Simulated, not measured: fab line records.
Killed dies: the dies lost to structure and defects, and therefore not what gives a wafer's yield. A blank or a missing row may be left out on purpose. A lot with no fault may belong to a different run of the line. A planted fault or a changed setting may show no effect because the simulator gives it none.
Comparing a struck lot with a sound one || flow gf180mcu || 23 steps out of a route of 602
Sound: wafers L430.1, L430.3, L430.4. Struck: wafers L437.3, L437.4. (L437.1 of the same lot was not struck and is left out.) The cause comes at the end.
Per side, at each step with rows, come the tool, then ch with its chambers, and then its first start. Under that, the readings that differ: sound wafers || struck wafers || difference of the means || sigmas: that difference in standard deviations of wafers without a fault.
alike: readings with means less than 2 such deviations apart, plus words and numbers identical on both sides. not compared: withheld readings, readings lacking a value on some wafer, bounds such as >300 that could conceal the same value, and numbers that have no deviation in the record and whose values overlap.
A row with sigmas, a row that says differs or no value, or rows on one side alone: a step with any of these is where the two part. Numbers that have no deviation but don't overlap get no sigmas and don't part them. Lack of a reading on every wafer of one side parts them only where that side has two or more wafers.

first, 5 steps without rows for these wafers: GF_MVSD_COAT_02 (resist thk 3000 nm); GF_MVSD_SOFTBAKE_03; GF_MVSD_EXPOSE_04 (exposes mask MVSD, target cd 1000 nm); GF_MVSD_PEB_05; GF_MVSD_DEVELOP_06 (develop time 60 s).
GF_MVSD_OVL_MEAS_07:
  sound on overlay-01 at day 5 19:40; struck on overlay-01 at day 7 15:30
  alike: MVSD_OVL
then, 2 steps without rows for these wafers: GF_MVSD_IMPLANT_08; GF_MVSD_IMPLANT_09.
GF_MVSD_STRIP_10: strips in O2/N2.
  sound on plasma asher-02 ch 0,1, day 5 20:00; struck on plasma asher-04 ch 0,1, day 7 15:50
  alike: drypump motor current A, heater power w, oes product au, strip time to endpoint s
  not compared: rf hours counter h
GF_MVSD_TW_MEAS_11:
  sound on film metro-04 at day 5 20:06; struck on film metro-02 at day 7 15:56
  alike: MVSD_TW
then, 2 steps without rows for these wafers: GF_MVPSD_DEHYDRATE_00 (time 60 s); GF_MVPSD_HMDS_01 (prime time 60 s).
GF_MVPSD_COAT_02: resist thk 3000 nm.
  sound on litho track-03 ch 0, day 6 03:11; struck on litho track-02 ch 0, day 7 23:33
{"reading": "model.coat_of_MVPSD_COAT_02.thk nm (nm)", "sound": "3010 3007 3007", "struck": "2894 2888", "difference": -117, "sigmas": ""}
then, 3 steps without rows for these wafers: GF_MVPSD_SOFTBAKE_03; GF_MVPSD_EXPOSE_04 (exposes mask MVPSD, target cd 1000 nm); GF_MVPSD_PEB_05.
GF_MVPSD_DEVELOP_06: develop time 60 s.
  sound: litho track-03 ch 0; struck: litho track-03 ch 0
{"reading": "model.coat_of_MVPSD_COAT_02.thk nm (nm)", "sound": "3009 3006 3006", "struck": "2893 2887", "difference": -117, "sigmas": ""}
GF_MVPSD_OVL_MEAS_07:
  sound on overlay-01 at day 6 10:37; struck on overlay-02 at day 8 07:40
  alike: MVPSD_OVL
then, 2 steps without rows for these wafers: GF_MVPSD_IMPLANT_08; GF_MVPSD_IMPLANT_09.
GF_MVPSD_STRIP_10: strips in O2/N2.
  sound on plasma asher-04 ch 0,1, day 6 10:58; struck on plasma asher-04 ch 0,1, day 8 08:01
{"reading": "strip time to endpoint s (s)", "sound": "37.09 37.03 37.04", "struck": "35.74 35.68", "difference": -1.34, "sigmas": -12}
  alike: drypump motor current A, heater power w, oes product au
  not compared: rf hours counter h
GF_MVPSD_TW_MEAS_11:
  sound on film metro-04 at day 6 11:04; struck on film metro-04 at day 8 08:07
{"reading": "MVPSD_TW", "sound": "561.6 562.1 560.8", "struck": "555.4 555.7", "difference": -6.0, "sigmas": -2}
GF_PASSIVATION_PROBE_99:
  the record holds rows for the sound wafers here (prober-02, day 30 21:40) but none for the struck ones

WHERE THEY PART
Last at GF_PASSIVATION_PROBE_99 as far as this record goes, first at GF_MVPSD_STRIP_10.

WHY: whatever the simulator had introduced
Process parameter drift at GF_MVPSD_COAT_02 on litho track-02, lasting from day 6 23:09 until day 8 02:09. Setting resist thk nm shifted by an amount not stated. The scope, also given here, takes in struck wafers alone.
